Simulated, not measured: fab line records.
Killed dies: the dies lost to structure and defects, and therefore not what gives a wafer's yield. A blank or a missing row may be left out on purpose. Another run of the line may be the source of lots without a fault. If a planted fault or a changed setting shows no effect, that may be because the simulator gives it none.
fab line records	flow sky130
record: lots: 6	wafers: 18	lastDay: 50
route steps=708 shown LI_CONTACT@369
lots untouched by any fault: they come from a run of this same line in which no faults occurred
startH: hours from the record's first day to the start of the lot's first wafer shown	waitH: time in hours since the lot's previous step	" the same as in the row above	L1.1+2: a row that stands for several wafers	- no value, or no start given	* or withheld: withheld	< > ~ a bound
route shown NAME@n: a module of which the file shows steps, and the number in the route of the first	usual: mean and standard deviation over wafers with no fault	same: alike in all rows	chamber/n: place in a boat	sites: per-site readings	_std_site: their standard deviation	_edge_site: outer sites' mean less inner sites'	radiusMm: for every site, how far away it sits from the centre of the wafer	mask NAME#n: copy n	behind: the last tool/chamber to shape the wafer	hold: reason for holding the lot/hours on hold/outcome of the hold	device: the n, p or np transistor that did not switch	end of line: tests of these same wafers at the route's end	a step with no rows: only its recipe	killed: at the first sort, the dies lost to defects and structure; wafer yield is something else	map: per-die view of a wafer (x killed, . not killed, _ where there is no die)
set.NAME: the setting as run; set.NAME@STEP: as run at that earlier step	model.NAME: the simulator's own value behind a step, which no gauge read
lots at some steps of the route; a table a step, a row a wafer
services: when a tool's chamber went out of use (startH, in hours from the record's first day, below 0 if earlier), for how many hours, and the reason
== steps ==
step: SKY_LI_CONTACT_COAT_07
recipe: resist: KrF-thick	spinRpm: 3000	resistThkNm: 450
step: SKY_LI_CONTACT_SOFTBAKE_08
recipe: tempC: 100	timeS: 90	resist: KrF-thick
step: SKY_LI_CONTACT_EXPOSE_09
recipe: maskId: LICM1	na: 0.8	sourceShape: annular	sigmaInner: 0.55	sigmaOuter: 0.85	targetCdNm: 170	doseMj: 38
step: SKY_LI_CONTACT_PEB_10
recipe: pebTempC: withheld	pebTimeS: withheld	resist: KrF-thick
step: SKY_LI_CONTACT_DEVELOP_11
recipe: developTimeS: 60	resist: KrF-thick	devTempC: 21
step: SKY_LI_CONTACT_CD_MEAS_12
recipe: targetCdNm: 170
usual: cdNm: 169.8/1.6
lot.wafer	tool	chamber	startH	waitH	cdNm
L946.1	cdSem-01	-	665.26	-	169.6
L946.3	"	-	"	"	171.1
L946.4	"	-	"	"	171.8
L950.2	cdSem-01	-	719.82	-	172.3
L950.3	"	-	"	"	172.5
L950.5	"	-	"	"	171.7
L951.3	cdSem-02	-	726.94	-	171.8
L951.4	"	-	"	"	170.4
L951.5	"	-	"	"	171.9
L961.1	cdSem-01	-	791.56	-	171.4
L961.4	"	-	"	"	170.2
L961.5	"	-	"	"	169.5
L962.1	cdSem-01	-	795.70	-	171.1
L962.2	"	-	"	"	172.6
L962.3	"	-	"	"	169.9
L969.2	cdSem-02	-	852.82	-	168.8
L969.3	"	-	"	"	168.6
L969.6	"	-	"	"	169.4
step: SKY_LI_CONTACT_OVL_MEAS_13
usual: LI_CONTACT_OVL: -2/5.5
lot.wafer	tool	chamber	startH	waitH	LI_CONTACT_OVL[nm]
L946.1	overlay-02	-	665.38	0.1	-1
L946.3	"	-	"	"	-2
L946.4	"	-	"	"	-8
L950.2	overlay-02	-	719.92	0.1	5
L950.3	"	-	"	"	-3
L950.5	"	-	"	"	2
L951.3	overlay-02	-	727.03	0.1	-4
L951.4	"	-	"	"	9
L951.5	"	-	"	"	3
L961.1	overlay-01	-	791.68	0.1	-4
L961.4	"	-	"	"	-7
L961.5	"	-	"	"	-8
L962.1	overlay-01	-	795.82	0.1	2
L962.2	"	-	"	"	7
L962.3	"	-	"	"	-3
L969.2	overlay-01	-	852.92	0.1	2
L969.3	"	-	"	"	2
L969.6	"	-	"	"	1
step: SKY_LI_CONTACT_ETCH_14
recipe: chemistry: N2/H2	target: BARC	ionEnergyEv: 200	sourceW: 500	biasW: 100	pressureMtorr: 30	n2FlowSccm: 100	h2FlowSccm: 200	stopOn: SiO2	timeS: 45.9	targetDepthA: 600
usual: biasW: 100.06/0.3	drypumpMotorCurrentA: 5.67/0.29	oesProductAu: 0.854/0.0049	throttleValvePct: 13.223/0.01
lot.wafer	tool	chamber	startH	waitH	biasW	drypumpMotorCurrentA	oesProductAu	rfHoursCounterH	throttleValvePct
L946.1	rieDiel-03	1	665.42	0.0	99.84	5.49	0.857	3	13.229
L946.3	"	3	"	"	100.04	5.78	0.853	10	13.218
L946.4	"	2	"	"	99.92	5.72	0.859	-	13.222
L950.2	rieDiel-03	1	719.95	0.0	99.92	5.48	0.858	5	13.234
L950.3	"	3	"	"	99.99	5.78	0.850	11	13.210
L950.5	"	0	"	"	99.45	5.99	0.854	-	13.258
L951.3	rieDiel-01	1	727.05	0.0	99.74	5.54	0.855	13	13.232
L951.4	"	0	"	"	99.87	5.29	0.857	12	13.225
L951.5	"	2	"	"	99.66	5.60	0.855	-	13.228
L961.1	rieDiel-01	0	791.72	0.0	99.56	5.31	0.850	14	13.218
L961.4	"	2	"	"	99.94	5.56	0.856	9	13.213
L961.5	"	1	"	"	100.16	5.53	0.863	-	13.207
L962.1	rieDiel-02	1	795.85	0.0	100.31	5.53	0.852	14	13.221
L962.2	"	2	"	"	100.40	6.58	0.840	13	13.224
L962.3	"	0	"	"	99.64	5.47	0.853	22	13.226
L969.2	rieDiel-03	3	852.95	0.0	99.83	5.78	0.858	14	13.213
L969.3	"	0	"	"	100.14	6.03	0.851	4	13.222
L969.6	"	0	"	"	100.24	6.01	0.851	-	13.233
step: SKY_LI_CONTACT_ETCH_15
recipe: target: PSG	chemistry: C4F8/O2/Ar	stopOn: Si	taperDeg: 4.15	maskMaterial: KrF-thick	sourceW: 1500	biasW: 1200	pressureMtorr: 40	c4f8FlowSccm: withheld	O2_flow_sccm: 6	Ar_flow_sccm: 300	timeS: withheld	targetDepthA: 6000
usual: biasW: 1200/3.5	oesProductAu: 0.837/0.0045
lot.wafer	tool	chamber	startH	waitH	biasW	oesProductAu
L946.1	rieDiel-03	1	665.46	0.0	1193	0.840
L946.3	"	3	"	"	1196	0.842
L946.4	"	2	"	"	1203	0.828
L950.2	rieDiel-03	1	720.00	0.0	1199	0.844
L950.3	"	3	"	"	1200	0.830
L950.5	"	0	"	"	1205	0.839
L951.3	rieDiel-01	1	727.10	0.0	1197	0.841
L951.4	"	0	"	"	1200	0.845
L951.5	"	2	"	"	1202	0.834
L961.1	rieDiel-01	0	791.76	0.0	1206	0.838
L961.4	"	2	"	"	1202	0.842
L961.5	"	1	"	"	1202	0.836
L962.1	rieDiel-02	1	795.90	0.0	1198	0.841
L962.2	"	2	"	"	1203	0.833
L962.3	"	0	"	"	1196	0.833
L969.2	rieDiel-03	3	853.00	0.0	1199	0.833
L969.3	"	0	"	"	1197	0.841
L969.6	"	0	"	"	1199	0.831
step: SKY_LI_CONTACT_STRIP_16
recipe: chemistry: O2/N2	powerW: 1400	pressureMtorr: 1500	platenTempC: withheld	o2FlowSccm: 3000	n2FlowSccm: 300	overashFraction: 0.5
usual: drypumpMotorCurrentA: 5.3/0.37	oesProductAu: 0.377/0.0047	stripTimeToEndpointS: 3.51/0.033
same: overashFraction: 0.5
lot.wafer	tool	chamber	startH	waitH	drypumpMotorCurrentA	oesProductAu	rfHoursCounterH	stripTimeToEndpointS
L946.1	plasmaAsher-01	1	665.55	-	5.0	0.382	89	3.55
L946.3	"	0	"	"	5.7	0.372	-	3.48
L946.4	"	1	"	"	5.0	0.370	-	3.50
L950.2	plasmaAsher-04	1	720.08	-	5.8	0.371	29	3.55
L950.3	"	0	"	"	4.7	0.371	-	3.49
L950.5	"	0	"	"	4.7	0.378	-	3.57
L951.3	plasmaAsher-03	1	727.21	-	5.3	0.376	-	3.52
L951.4	"	0	"	"	5.4	0.378	-	3.50
L951.5	"	0	"	"	5.4	0.379	-	3.50
L961.1	plasmaAsher-01	1	791.85	-	5.0	0.369	102	3.48
L961.4	"	0	"	"	5.7	0.368	-	3.46
L961.5	"	0	"	"	5.6	0.380	-	3.51
L962.1	plasmaAsher-01	1	795.98	-	5.0	0.378	103	3.42
L962.2	"	0	"	"	5.7	0.374	103	3.50
L962.3	"	0	"	"	5.7	0.373	-	3.50
L969.2	plasmaAsher-04	1	853.08	-	5.8	0.382	41	3.47
L969.3	"	0	"	"	4.7	0.371	-	3.53
L969.6	"	0	"	"	4.7	0.382	-	3.53
step: SKY_LI_CONTACT_CLEAN_17
recipe: chemistry: NMP	timeS: 600	tempC: 60	dry: n2Spin
step: SKY_LI_CONTACT_PRE_CLEAN_18
recipe: gas: Ar	timeS: 5.6	biasV: 358
step: SKY_LI_CONTACT_SPUTTER_19
recipe: material: Ti	targetThkNm: 20	chamberPressurePa: 5	powerW: 2500	substrateTempC: 200	timeS: 106.37
usual: chamberPressurePa: 5.001/0.011	throttleValvePct: 29.9/1.1
lot.wafer	tool	chamber	startH	waitH	chamberPressurePa	throttleValvePct	model.Ti_of_LI_CONTACT_SPUTTER_19.thkNm
L946.1	pvdSputter-01	-	665.86	0.0	4.983	28.6	20.14
L946.3	"	-	"	"	5.006	28.8	20.17
L946.4	"	-	"	"	5.012	28.3	20.4
L950.2	pvdSputter-04	-	720.38	0.0	6.049	27.0	16.87
L950.3	"	-	"	"	6.038	28.9	16.63
L950.5	"	-	"	"	6.034	27.3	16.58
L951.3	pvdSputter-04	-	727.49	0.0	6.051	29.0	16.77
L951.4	"	-	"	"	6.041	26.9	16.76
L951.5	"	-	"	"	6.033	27.5	16.85
L961.1	pvdSputter-02	-	792.16	0.0	4.992	28.7	19.73
L961.4	"	-	"	"	4.999	31.6	19.79
L961.5	"	-	"	"	4.992	31.5	19.81
L962.1	pvdSputter-01	-	796.28	0.0	5.012	29.0	19.97
L962.2	"	-	"	"	5.003	29.0	20.09
L962.3	"	-	"	"	4.999	30.1	20.55
L969.2	pvdSputter-04	-	853.38	0.0	5.004	29.8	19.89
L969.3	"	-	"	"	4.997	30.6	19.86
L969.6	"	-	"	"	4.997	30.2	20.09
step: SKY_LI_CONTACT_SPUTTER_20
recipe: material: TiN	targetThkNm: 20	chamberPressurePa: 5	powerW: 4000	timeS: 80
usual: chamberPressurePa: 4.999/0.01	throttleValvePct: 29.9/1.1
lot.wafer	tool	chamber	startH	waitH	chamberPressurePa	throttleValvePct
L946.1	pvdSputter-01	-	665.93	0.0	4.978	29.0
L946.3	"	-	"	"	4.995	29.2
L946.4	"	-	"	"	4.985	28.4
L950.2	pvdSputter-04	-	720.45	0.0	4.979	30.1
L950.3	"	-	"	"	4.999	32.0
L950.5	"	-	"	"	5.005	30.1
L951.3	pvdSputter-04	-	727.57	0.0	5.002	31.8
L951.4	"	-	"	"	4.996	29.8
L951.5	"	-	"	"	4.985	29.8
L961.1	pvdSputter-02	-	792.23	0.0	4.985	28.8
L961.4	"	-	"	"	5.004	31.2
L961.5	"	-	"	"	5.000	31.7
L962.1	pvdSputter-01	-	796.35	0.0	5.008	29.1
L962.2	"	-	"	"	4.996	29.1
L962.3	"	-	"	"	4.996	30.1
L969.2	pvdSputter-04	-	853.45	0.0	4.989	29.8
L969.3	"	-	"	"	4.977	30.8
L969.6	"	-	"	"	5.002	29.9
== services ==
tool	chamber	startH	hours	kind
pvdSputter-02	-	644.44	0.7	repair
pvdSputter-01	-	646.03	4.0	repair
rieDiel-03	0	663.12	-	clean
rieDiel-03	0	663.12	20.4	scheduledDown
rieDiel-03	0	663.12	20.4	ventCycle
pvdSputter-04	-	694.70	0.5	repair
pvdSputter-02	-	707.10	13.6	repair
rieDiel-02	3	711.23	24.4	repair
plasmaAsher-04	-	729.30	8.3	repair
plasmaAsher-03	-	733.75	9.0	pm
rieDiel-03	3	750.12	13.1	repair
rieDiel-02	2	751.56	2.4	repair
rieDiel-03	2	769.49	6.9	repair
rieDiel-02	-	771.30	14.6	pm
rieDiel-03	-	793.43	4.3	pm
rieDiel-01	-	794.66	0.3	repair
rieDiel-01	0	804.37	5.6	repair
rieDiel-03	-	808.04	0.5	repair
plasmaAsher-01	-	819.21	1.2	repair
plasmaAsher-01	-	822.79	4.0	pm
pvdSputter-04	1	826.50	-	consumableReplace:kit
pvdSputter-04	1	826.50	18.0	scheduledDown
pvdSputter-04	1	826.50	18.0	ventCycle
rieDiel-01	0	831.12	6.0	repair
== key ==
firstSign: step: SKY_LI_CONTACT_SPUTTER_19	reading: chamberPressurePa	direction: up	sigmas: 97	usual: 5.001	struck: 6.041
effect: step: SKY_LI_CONTACT_SPUTTER_19	reading: throttleValvePct	direction: down	sigmas: 1.9	usual: 29.9	struck: 27.8
modelEffect: step: SKY_LI_CONTACT_SPUTTER_19	value: Ti_of_LI_CONTACT_SPUTTER_19.thkNm	without: 19.94	struck: 16.74
metAt SKY_LI_CONTACT_SPUTTER_19
struckWafers L950.2,L950.3,L950.5,L951.3,L951.4,L951.5
testerLeftOut L950,L951
fault: kind: processParameterDrift	tool: pvdSputter-04	chamber: -	onsetH: 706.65	steps: SKY_LI_CONTACT_SPUTTER_19	channel: chamberPressurePa	offset: 1.0299	shape: step	endH: 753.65	actsIn: theseRecipesOnly	stated: 5
testerLeftOut: of these lots the tester's yield and bins aren't shown, on N5 and GAA mostly nor the transistor test; their killed dies are dies lost to structure and defects alone, not to doping, threshold or leakage, so they don't give the yield
